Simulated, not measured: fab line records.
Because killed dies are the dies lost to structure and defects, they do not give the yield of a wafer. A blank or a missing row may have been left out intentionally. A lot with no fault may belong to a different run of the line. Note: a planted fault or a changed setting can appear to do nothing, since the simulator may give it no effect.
Matching of chambers    flow gf180mcu    4 sister chambers for GF_POLY_GATE_ETCH_12 on rieDiel-01
The step etches BARC in N2/H2. 8 wafers are shown with their chamber, then 7 later ones without.

== WAFERS PAIRED WITH THEIR CHAMBERS ==
wafer   chamber  drypumpMotorCurrentA (A)  throttleValvePct (%)
L256.6  0        5.5                       13.222
L263.1  3        4.7                       13.206
L263.6  1        5.0                       13.203
L264.2  0        5.6                       13.228
L264.3  2        5.9                       13.216
L264.5  3        4.7                       13.187
L265.1  1        5.0                       13.222
L265.2  2        5.9                       13.209

== WAFERS WITHOUT THEIR CHAMBER ==
wafer   drypumpMotorCurrentA (A)  throttleValvePct (%)
L265.6  4.7                       13.200
L266.3  5.5                       13.226
L266.4  5.9                       13.219
L266.5  4.7                       13.207
L267.2  5.0                       13.216
L267.4  5.6                       13.222
L267.6  5.0                       13.218

== WHICH CHAMBER EACH WENT THROUGH ==
wafer   from the rows above  in truth
L265.6  3                    3
L266.3  0                    0
L266.4  2                    2
L266.5  3                    3
L267.2  1                    1
L267.4  0                    0
L267.6  1                    1
Correctly placed: 7 of 7. Number that these rows cannot place: 0. Placed wrongly: 0.
How it was worked out, from the rows above alone: a wafer's distance from a chamber is the root of the sum, over the readings, of the square of ((its reading less the chamber's mean) divided by the reading's scatter). The wafer belongs to the nearest chamber; if the next one is less than 2 further off, it can't be placed. The mean given for a chamber averages the wafers shown for that chamber. How the scatter is found: for the shown wafers, subtract from each reading the mean of its chamber, square and add these, divide the total by (wafers less chambers), then take the root.
